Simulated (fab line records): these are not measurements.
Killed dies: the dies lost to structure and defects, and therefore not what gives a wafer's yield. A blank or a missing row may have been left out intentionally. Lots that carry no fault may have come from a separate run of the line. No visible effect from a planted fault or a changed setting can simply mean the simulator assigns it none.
fab line records + flow sky130
[record]
- lots = 4
- wafers = 12
- last_day = 50
route steps=708 shown VT_ADJUST_HVTP@87 VT_ADJUST_LVTN@97 VT_ADJUST_NCORE@119 LI_CONTACT@376 PAD_OPEN@708
lots untouched by any fault: they come from a run of this same line in which no faults occurred
start_h: hours from the record's first day to the start of the lot's first wafer shown + wait_h: hours from the lot's prior step to this one + " same as the row above + L1.1+2: several wafers, shown together as one row + - no value, or no start was given + * or withheld: withheld + < > ~ a bound
route shown NAME@n: a module of which the file shows steps, and the number in the route of the first + usual: mean/standard deviation of fault-free wafers + same: alike in all rows + chamber/n: place in a boat + sites: per-site readings + _std_site: how widely they spread, as a standard deviation + _edge_site: outer sites' mean less inner sites' + radius_mm: for every site, how far away it sits from the centre of the wafer + mask NAME#n: copy n + behind: the last tool/chamber to shape the wafer + hold: what put the lot on hold/how long, in hours/how the hold closed + device: transistor that didn't switch, given as n, p or np + end of line: tests run on the same wafers once the route is complete + a step without rows: its recipe alone + killed: the dies lost at the first sort to structure and to defects; this is not the yield of the wafer + map: per-die view of a wafer (x killed, . not killed, _ where there is no die)
set.NAME: the run value of the setting; set.NAME@STEP: its run value at that earlier step + model.NAME: the simulator's own value behind a step, which no gauge read
certain route steps with their lots: each step a table, each wafer a row
services: the hour from which a tool's chamber was out of use, counted from the record's first day as start_h (under 0 if before that day), plus the number of hours and why
[[steps]]
[step SKY_VT_ADJUST_HVTP_COAT_02]
[recipe]
- resist = NOVOLAK
- spin_rpm = 3000
- resist_thk_nm = 1140
[step SKY_VT_ADJUST_HVTP_SOFTBAKE_03]
[recipe]
- temp_c = 90
- time_s = 60
- resist = NOVOLAK
[step SKY_VT_ADJUST_HVTP_EXPOSE_04]
[recipe]
- mask_id = HVTPM
- na = 0.6
- source_shape = conventional
- sigma_outer = 0.6
- polarization = unpolarized
- target_cd_nm = 380
- dose_mj = 140
[step SKY_VT_ADJUST_HVTP_PEB_05]
[recipe]
- temp_c = withheld
- time_s = *
- resist = NOVOLAK
[step SKY_VT_ADJUST_HVTP_DEVELOP_06]
[recipe]
- resist = NOVOLAK
- developer = TMAH
- develop_time_s = 60
- dev_temp_c = 23
[step SKY_VT_ADJUST_HVTP_IMPLANT_09]
[recipe]
- species = As
- energy_kev = 150
- dose_cm2 = 4.3e+12
- tilt_deg = withheld
[step SKY_VT_ADJUST_HVTP_STRIP_10]
[recipe]
- chemistry = O2/N2
- power_w = 1400
- pressure_mtorr = 1500
- platen_temp_c = withheld
- o2_flow_sccm = 3000
- n2_flow_sccm = 300
- overash_fraction = 0.5
[step SKY_VT_ADJUST_LVTN_DEHYDRATE_00]
[recipe]
- temp_c = 200
- time_s = 60
[step SKY_VT_ADJUST_LVTN_HMDS_01]
[recipe]
- prime_time_s = 60
- prime_temp_c = 120
[step SKY_VT_ADJUST_LVTN_COAT_02]
[recipe]
- spin_rpm = 2000
- resist_thk_nm = 3000
[usual]
- chill_plate_temp_C = 22.99/0.1
| lot.wafer | tool           | chamber | start_h | wait_h | chill_plate_temp_C | model.coat_of_VT_ADJUST_LVTN_COAT_02.thk_nm |
|-----------|----------------|---------|---------|--------|--------------------|---------------------------------------------|
| L190.1    | litho_track-01 | 0       | 152.61  | 0.1    | 23.05              | 3004                                        |
| L190.4    | "              | 0       | "       | "      | 22.91              | 3009                                        |
| L190.6    | "              | 0       | "       | "      | 23.04              | 3009                                        |
| L197.1    | litho_track-01 | 0       | 206.36  | 0.1    | 22.83              | 2740                                        |
| L197.2    | "              | 0       | "       | "      | 22.91              | 2745                                        |
| L197.4    | "              | 0       | "       | "      | 22.95              | 2732                                        |
| L200.4    | litho_track-01 | 0       | 222.54  | 0.1    | 22.96              | 2746                                        |
| L200.5    | "              | 0       | "       | "      | 23.02              | 2732                                        |
| L200.6    | "              | 0       | "       | "      | 22.95              | 2741                                        |
| L208.1    | litho_track-02 | 0       | 271.46  | 0.1    | 23.03              | 3002                                        |
| L208.4    | "              | 0       | "       | "      | 22.81              | 3002                                        |
| L208.5    | "              | 0       | "       | "      | 23.04              | 2999                                        |
[step SKY_VT_ADJUST_LVTN_SOFTBAKE_03]
[recipe]
- temp_c = 110
- time_s = withheld
[step SKY_VT_ADJUST_LVTN_EXPOSE_04]
[recipe]
- mask_id = NWM_COMPLEMENT_LESS_NATIVE
- na = 0.6
- source_shape = conventional
- sigma_outer = 0.6
- polarization = unpolarized
- target_cd_nm = 840
- dose_mj = 194
[step SKY_VT_ADJUST_LVTN_PEB_05]
[recipe]
- temp_c = 115
- time_s = withheld
[step SKY_VT_ADJUST_LVTN_DEVELOP_06]
[recipe]
- wall_angle_deg = 90
- developer = TMAH
- develop_time_s = 60
- dev_temp_c = 23
[usual]
- chill_plate_temp_C = 23.00/0.12
| lot.wafer | tool           | chamber | start_h | wait_h | chill_plate_temp_C | model.coat_of_VT_ADJUST_LVTN_COAT_02.thk_nm |
|-----------|----------------|---------|---------|--------|--------------------|---------------------------------------------|
| L190.1    | litho_track-02 | 0       | -       | -      | 23.09              | 3000                                        |
| L190.4    | "              | 0       | "       | "      | 23.03              | 3005                                        |
| L190.6    | "              | 0       | "       | "      | 22.91              | 3004                                        |
| L197.1    | litho_track-03 | 0       | -       | -      | 22.97              | 2736                                        |
| L197.2    | "              | 0       | "       | "      | 22.93              | 2741                                        |
| L197.4    | "              | 0       | "       | "      | 22.87              | 2728                                        |
| L200.4    | litho_track-03 | 0       | -       | -      | 22.97              | 2741                                        |
| L200.5    | "              | 0       | "       | "      | 22.93              | 2728                                        |
| L200.6    | "              | 0       | "       | "      | 22.98              | 2736                                        |
| L208.1    | litho_track-01 | 0       | -       | -      | 23.06              | 2998                                        |
| L208.4    | "              | 0       | "       | "      | 23.00              | 2998                                        |
| L208.5    | "              | 0       | "       | "      | 22.97              | 2994                                        |
[step SKY_VT_ADJUST_LVTN_IMPLANT_08]
[recipe]
- species = B
- energy_kev = 30
- dose_cm2 = 1.57e+12
- tilt_deg = withheld
[step SKY_VT_ADJUST_LVTN_STRIP_09]
[recipe]
- chemistry = O2/N2
- power_w = 1400
- pressure_mtorr = 1500
- platen_temp_c = withheld
- o2_flow_sccm = 3000
- n2_flow_sccm = 300
- overash_fraction = 0.5
[usual]
- chamber_pressure_mTorr = 1499.8/1.3
- drypump_motor_current_A = 6.1/0.49
- oes_product_au = 0.723/0.0042
- strip_time_to_endpoint_s = 36.91/0.095
[same]
- overash_fraction = 0.5
| lot.wafer | tool            | chamber | start_h | wait_h | chamber_pressure_mTorr | drypump_motor_current_A | oes_product_au | rf_hours_counter_h | strip_time_to_endpoint_s |
|-----------|-----------------|---------|---------|--------|------------------------|-------------------------|----------------|--------------------|--------------------------|
| L190.1    | plasma_asher-04 | 0       | 162.84  | 0.1    | 1499.9                 | 5.6                     | 0.725          | 5                  | 36.95                    |
| L190.4    | "               | 1       | "       | "      | 1502.2                 | 6.1                     | 0.722          | -                  | 37.02                    |
| L190.6    | "               | 0       | "       | "      | 1498.8                 | 5.6                     | 0.724          | -                  | 37.02                    |
| L197.1    | plasma_asher-02 | 1       | 217.36  | 0.1    | 1498.7                 | 6.4                     | 0.723          | 55                 | 33.96                    |
| L197.2    | "               | 0       | "       | "      | 1500.7                 | 6.6                     | 0.723          | 55                 | 34.01                    |
| L197.4    | "               | 1       | "       | "      | 1501.8                 | 6.5                     | 0.723          | -                  | 33.87                    |
| L200.4    | plasma_asher-04 | 1       | 234.69  | 0.1    | 1500.4                 | 6.0                     | 0.719          | -                  | 34.03                    |
| L200.5    | "               | 1       | "       | "      | 1499.9                 | 6.0                     | 0.715          | -                  | 33.85                    |
| L200.6    | "               | 0       | "       | "      | 1499.4                 | 5.6                     | 0.717          | -                  | 33.96                    |
| L208.1    | plasma_asher-01 | 1       | 284.60  | 0.1    | 1500.7                 | 6.6                     | 0.717          | 45                 | 36.95                    |
| L208.4    | "               | 1       | "       | "      | 1501.1                 | 6.6                     | 0.725          | -                  | 36.94                    |
| L208.5    | "               | 0       | "       | "      | 1497.7                 | 5.4                     | 0.722          | -                  | 36.91                    |
[step SKY_VT_ADJUST_LVTN_DEHYDRATE_11]
[recipe]
- temp_c = 200
- time_s = 60
[step SKY_VT_ADJUST_LVTN_HMDS_12]
[recipe]
- prime_time_s = 60
- prime_temp_c = 120
[step SKY_VT_ADJUST_LVTN_COAT_13]
[recipe]
- resist = NOVOLAK
- spin_rpm = 3000
- resist_thk_nm = 1140
[step SKY_VT_ADJUST_LVTN_SOFTBAKE_14]
[recipe]
- temp_c = 90
- time_s = 60
- resist = NOVOLAK
[step SKY_VT_ADJUST_LVTN_EXPOSE_15]
[recipe]
- mask_id = HVN_STD_DERIVED
- na = 0.6
- source_shape = conventional
- sigma_outer = 0.6
- polarization = unpolarized
- target_cd_nm = 600
- dose_mj = 163
[step SKY_VT_ADJUST_LVTN_PEB_16]
[recipe]
- temp_c = withheld
- time_s = *
- resist = NOVOLAK
[step SKY_VT_ADJUST_LVTN_DEVELOP_17]
[recipe]
- resist = NOVOLAK
- developer = TMAH
- develop_time_s = 60
- dev_temp_c = 23
[step SKY_VT_ADJUST_LVTN_IMPLANT_19]
[recipe]
- species = B
- energy_kev = 30
- dose_cm2 = 6.5e+11
- tilt_deg = withheld
[step SKY_VT_ADJUST_LVTN_STRIP_20]
[recipe]
- chemistry = O2/N2
- power_w = 1400
- pressure_mtorr = 1500
- platen_temp_c = withheld
- o2_flow_sccm = 3000
- n2_flow_sccm = 300
- overash_fraction = 0.5
[step SKY_VT_ADJUST_NCORE_DEHYDRATE_00]
[recipe]
- temp_c = 200
- time_s = 60
[step SKY_VT_ADJUST_NCORE_HMDS_01]
[recipe]
- prime_time_s = 60
- prime_temp_c = 120
[step SKY_VT_ADJUST_NCORE_COAT_02]
[recipe]
- resist = NOVOLAK
- spin_rpm = 3000
- resist_thk_nm = 1140
[step SKY_VT_ADJUST_NCORE_SOFTBAKE_03]
[recipe]
- temp_c = 90
- time_s = 60
- resist = NOVOLAK
[step SKY_VT_ADJUST_NCORE_EXPOSE_04]
[recipe]
- mask_id = LVTN_COMPLEMENT_THIN
- na = 0.6
- source_shape = conventional
- sigma_outer = 0.6
- polarization = unpolarized
- target_cd_nm = 380
- dose_mj = 139
[step SKY_VT_ADJUST_NCORE_PEB_05]
[recipe]
- temp_c = withheld
- time_s = *
- resist = NOVOLAK
[step SKY_VT_ADJUST_NCORE_DEVELOP_06]
[recipe]
- resist = NOVOLAK
- developer = TMAH
- develop_time_s = 60
- dev_temp_c = 23
[step SKY_VT_ADJUST_NCORE_IMPLANT_09]
[recipe]
- species = B
- energy_kev = 10
- dose_cm2 = 2.4e+12
- tilt_deg = withheld
[step SKY_LI_CONTACT_ETCH_14]
[recipe]
- chemistry = N2/H2
- target = BARC
- ion_energy_ev = 200
- source_w = 500
- bias_w = 100
- pressure_mtorr = 30
- n2_flow_sccm = 100
- h2_flow_sccm = 200
- stop_on = SiO2
- time_s = 45.9
- target_depth_a = 600
[usual]
- chamber_pressure_mTorr = 30.001/0.024
- drypump_motor_current_A = 6.0/0.45
- oes_product_au = 0.855/0.0046
- rf_fwd_power_W = 495.2/2.5
- throttle_valve_pct = 13.225/0.0084
| lot.wafer | tool        | chamber | start_h | wait_h | chamber_pressure_mTorr | drypump_motor_current_A | oes_product_au | rf_fwd_power_W | rf_hours_counter_h | throttle_valve_pct | model.LI_CONTACT.cd_nm |
|-----------|-------------|---------|---------|--------|------------------------|-------------------------|----------------|----------------|--------------------|--------------------|------------------------|
| L190.1    | rie_diel-04 | 3       | 700.32  | 0.0    | 30.003                 | 6.3                     | 0.858          | 499.6          | 17                 | 13.230             | 170.8                  |
| L190.4    | "           | 1       | "       | "      | 29.994                 | 6.1                     | 0.860          | 498.4          | 15                 | 13.225             | 170                    |
| L190.6    | "           | 2       | "       | "      | 30.039                 | 6.7                     | 0.854          | 495.3          | -                  | 13.212             | 169.7                  |
| L197.1    | rie_diel-04 | 0       | 769.37  | 0.0    | 30.002                 | 5.7                     | 0.872          | 490.3          | 5                  | 13.224             | 172.6                  |
| L197.2    | "           | 2       | "       | "      | 30.037                 | 6.7                     | 0.858          | 494.5          | 4                  | 13.250             | 171.5                  |
| L197.4    | "           | 1       | "       | "      | 30.049                 | 6.1                     | 0.855          | 495.8          | 17                 | 13.225             | 173.5                  |
| L200.4    | rie_diel-02 | 0       | 790.80  | 0.0    | 30.022                 | 5.5                     | 0.856          | 491.2          | 15                 | 13.227             | 171.5                  |
| L200.5    | "           | 3       | "       | "      | 30.000                 | 5.7                     | 0.852          | 498.2          | -                  | 13.225             | 170.7                  |
| L200.6    | "           | 0       | "       | "      | 29.956                 | 5.5                     | 0.855          | 489.5          | -                  | 13.231             | 171.7                  |
| L208.1    | rie_diel-04 | 2       | 843.59  | 0.0    | 29.969                 | 6.7                     | 0.859          | 495.3          | 5                  | 13.232             | 170.9                  |
| L208.4    | "           | 3       | "       | "      | 30.045                 | 6.3                     | 0.850          | 498.1          | 21                 | 13.221             | 169.6                  |
| L208.5    | "           | 3       | "       | "      | 29.988                 | 6.2                     | 0.851          | 498.1          | -                  | 13.221             | 169.9                  |
[step SKY_LI_CONTACT_ETCH_15]
[recipe]
- target = PSG
- chemistry = C4F8/O2/Ar
- stop_on = Si
- taper_deg = 4.15
- mask_material = KrF-thick
- source_w = 1500
- bias_w = 1200
- pressure_mtorr = 40
- c4f8_flow_sccm = withheld
- O2_flow_sccm = 6
- Ar_flow_sccm = 300
- time_s = withheld
- target_depth_a = 6000
[usual]
- chamber_pressure_mTorr = 40.00/0.035
- oes_product_au = 0.837/0.0047
- rf_fwd_power_W = 1492/5.8
| lot.wafer | tool        | chamber | start_h | wait_h | chamber_pressure_mTorr | oes_product_au | rf_fwd_power_W | model.LI_CONTACT.cd_nm |
|-----------|-------------|---------|---------|--------|------------------------|----------------|----------------|------------------------|
| L190.1    | rie_diel-04 | 3       | 700.37  | 0.0    | 39.99                  | 0.831          | 1492           | 170.8                  |
| L190.4    | "           | 1       | "       | "      | 40.06                  | 0.840          | 1495           | 170.1                  |
| L190.6    | "           | 2       | "       | "      | 39.96                  | 0.838          | 1499           | 170.1                  |
| L197.1    | rie_diel-04 | 0       | 769.42  | 0.0    | 39.99                  | 0.832          | 1476           | 171.8                  |
| L197.2    | "           | 2       | "       | "      | 40.03                  | 0.831          | 1488           | 171.4                  |
| L197.4    | "           | 1       | "       | "      | 39.99                  | 0.832          | 1492           | 173.3                  |
| L200.4    | rie_diel-02 | 0       | 790.84  | 0.0    | 39.91                  | 0.846          | 1479           | 171.4                  |
| L200.5    | "           | 3       | "       | "      | 40.05                  | 0.838          | 1488           | 170.7                  |
| L200.6    | "           | 0       | "       | "      | 39.96                  | 0.845          | 1487           | 171.8                  |
| L208.1    | rie_diel-04 | 2       | 843.63  | 0.0    | 40.05                  | 0.848          | 1494           | 171.2                  |
| L208.4    | "           | 3       | "       | "      | 40.01                  | 0.836          | 1496           | 170.1                  |
| L208.5    | "           | 3       | "       | "      | 39.96                  | 0.837          | 1489           | 170.1                  |
[step SKY_PAD_OPEN_PROBE_99]
[usual]
- killed_at_M0_to_M3 = 42/6.9
- killed_at_M4_up = 3.2/1.7
- killed_at_contacts = 23/5.5
- killed_at_front_end = 16/4
- killed_at_other = 0.4/0.55
- killed_dies = 85/9.2
- killed_open = 46/6.8
- killed_short = 38/6.2
[same]
- gross_dies = 492
- killed_at_back_side = 0
| lot.wafer | tool      | chamber | start_h | wait_h | killed_at_M0_to_M3 | killed_at_M4_up | killed_at_contacts | killed_at_front_end | killed_at_other | killed_dies | killed_open | killed_short |
|-----------|-----------|---------|---------|--------|--------------------|-----------------|--------------------|---------------------|-----------------|-------------|-------------|--------------|
| L197.1    | prober-01 | -       | 1144.56 | 0.1    | 35                 | 2               | 22                 | 10                  | 0               | 69          | 38          | 31           |
| L197.2    | prober-01 | -       | 1144.61 | 0.1    | 39                 | 3               | 20                 | 16                  | 1               | 79          | 47          | 31           |
| L197.4    | prober-01 | -       | 1144.71 | 0.2    | 48                 | 3               | 25                 | 15                  | 1               | 92          | 57          | 35           |
| L200.4    | prober-02 | -       | 1156.18 | 0.2    | 41                 | 4               | 22                 | 15                  | 0               | 82          | 53          | 29           |
| L200.5    | prober-02 | -       | 1156.23 | 0.2    | 39                 | 1               | 25                 | 18                  | 0               | 83          | 44          | 38           |
| L200.6    | prober-02 | -       | 1156.28 | 0.2    | 40                 | 4               | 22                 | 14                  | 0               | 80          | 45          | 34           |
// killed by level:class
L197.1 VIA1:geometric_particle:open=12 CONTACT:geometric_particle:open=8 CONTACT:geometric_particle:short=5 METAL2:geometric_particle:short=4 METAL1:geometric_particle:short=3 LOCAL_INTERCONNECT:geometric_particle:open=3 VIA1:geometric_particle:short=3 VIA2:geometric_particle:open=3
L197.2 VIA1:geometric_particle:open=15 CONTACT:geometric_particle:open=8 VIA1:geometric_particle:short=5 VIA3:geometric_particle:open=5 FIELD_ISO:geometric_particle:short=4 LI_CONTACT:geometric_particle:open=4 LOCAL_INTERCONNECT:geometric_particle:short=4 VIA2:geometric_particle:open=4
L197.4 VIA1:geometric_particle:open=17 LI_CONTACT:geometric_particle:open=9 CONTACT:geometric_particle:open=9 VIA1:geometric_particle:short=8 FIELD_ISO:geometric_particle:short=6 VIA3:geometric_particle:open=5 VIA2:geometric_particle:open=5 METAL2:geometric_particle:short=4
L200.4 CONTACT:geometric_particle:open=11 VIA1:geometric_particle:open=11 VIA2:geometric_particle:open=9 LI_CONTACT:geometric_particle:open=8 FIELD_ISO:geometric_particle:short=4 METAL1:geometric_particle:short=4 VIA1:geometric_particle:short=4 FIELD_ISO:geometric_particle:open=3
L200.5 CONTACT:geometric_particle:open=10 METAL1:geometric_particle:short=7 VIA1:geometric_particle:open=7 METAL2:geometric_particle:open=5 LI_CONTACT:geometric_particle:open=5 VIA2:geometric_particle:open=5 FIELD_ISO:geometric_particle:short=4 CONTACT:geometric_particle:short=4
L200.6 CONTACT:geometric_particle:open=8 METAL1:geometric_particle:short=8 VIA2:geometric_particle:open=7 FIELD_ISO:geometric_particle:short=6 LI_CONTACT:geometric_particle:open=6 VIA1:geometric_particle:open=6 FIELD_ISO:geometric_particle:open=5 CONTACT:geometric_particle:short=5
[[services]]
| tool            | chamber | start_h | hours | kind   |
|-----------------|---------|---------|-------|--------|
| plasma_asher-01 | -       | 143.21  | 22.6  | repair |
| plasma_asher-02 | -       | 161.53  | 2.2   | repair |
| rie_diel-02     | -       | 203.84  | 2.8   | pm     |
| plasma_asher-02 | -       | 229.49  | 5.3   | pm     |
| plasma_asher-04 | -       | 231.31  | 0.7   | repair |
| rie_diel-02     | 3       | 234.70  | 6.4   | repair |
| rie_diel-02     | 3       | 250.25  | 4.6   | repair |
| rie_diel-02     | 0       | 252.83  | 2.4   | repair |
| rie_diel-02     | 1       | 298.22  | 1.3   | repair |
| plasma_asher-04 | -       | 305.14  | 1.0   | repair |
| rie_diel-04     | -       | 363.27  | 2.8   | pm     |
| rie_diel-02     | -       | 421.81  | 0.2   | repair |
| rie_diel-02     | 3       | 445.05  | 4.4   | repair |
| rie_diel-02     | -       | 511.72  | 0.1   | repair |
| rie_diel-02     | 1       | 521.10  | 7.3   | repair |
| rie_diel-04     | -       | 538.94  | 0.7   | repair |
| plasma_asher-04 | -       | 548.11  | 36.6  | repair |
| rie_diel-02     | 0       | 565.42  | 3.4   | repair |
| rie_diel-02     | -       | 701.76  | 0.9   | repair |
| rie_diel-04     | 1       | 735.20  | 20.2  | repair |
| rie_diel-04     | 2       | 786.42  | 12.8  | repair |
| rie_diel-02     | 3       | 806.79  | 18.7  | repair |
| rie_diel-02     | -       | 812.75  | 14.6  | pm     |
| rie_diel-04     | 2       | 828.72  | 3.1   | repair |
[[key]]
[first_sign]
- step = SKY_VT_ADJUST_LVTN_STRIP_09
- reading = strip_time_to_endpoint_s
- direction = down
- sigmas = 31
- usual = *
- struck = *
effect none on later readings
[model_effect]
- step = SKY_VT_ADJUST_LVTN_COAT_02
- value = coat_of_VT_ADJUST_LVTN_COAT_02.thk_nm
- without = 2996
- struck = 2739
[model_effect]
- step = SKY_VT_ADJUST_LVTN_DEVELOP_06
- value = coat_of_VT_ADJUST_LVTN_COAT_02.thk_nm
- without = 2991
- struck = 2735
[model_effect]
- step = SKY_LI_CONTACT_ETCH_14
- value = LI_CONTACT.cd_nm
- without = 169.3
- struck = 171.9
[model_effect]
- step = SKY_LI_CONTACT_ETCH_15
- value = LI_CONTACT.cd_nm
- without = 169.2
- struck = 171.7
met_at SKY_VT_ADJUST_LVTN_COAT_02
struck_wafers L197.1,L197.2,L197.4,L200.4,L200.5,L200.6
tester_left_out L197,L200
[loop_trim]
- step = SKY_LI_CONTACT_EXPOSE_09
- setting = dose
- lots = L197,L200
onset_between 152.61 206.36
also_fits SKY_VT_ADJUST_LVTN_DEVELOP_06:litho_track-03
[fault]
- kind = process_parameter_drift
- tool = litho_track-01
- chamber = -
- onset_h = 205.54
- steps = SKY_VT_ADJUST_LVTN_COAT_02
- channel = resist_thk_nm
- offset = -256.71
- shape = step
- end_h = 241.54
- acts_in = these_recipes_only
- stated = 3000
// tester_left_out: of these lots the tester's yield and bins aren't shown, on N5 and GAA mostly nor the transistor test; their killed dies are dies lost to structure and defects alone, not to doping, threshold or leakage, so they don't give the yield
// loop_trim: a control loop set the setting to another value than it would have without faults
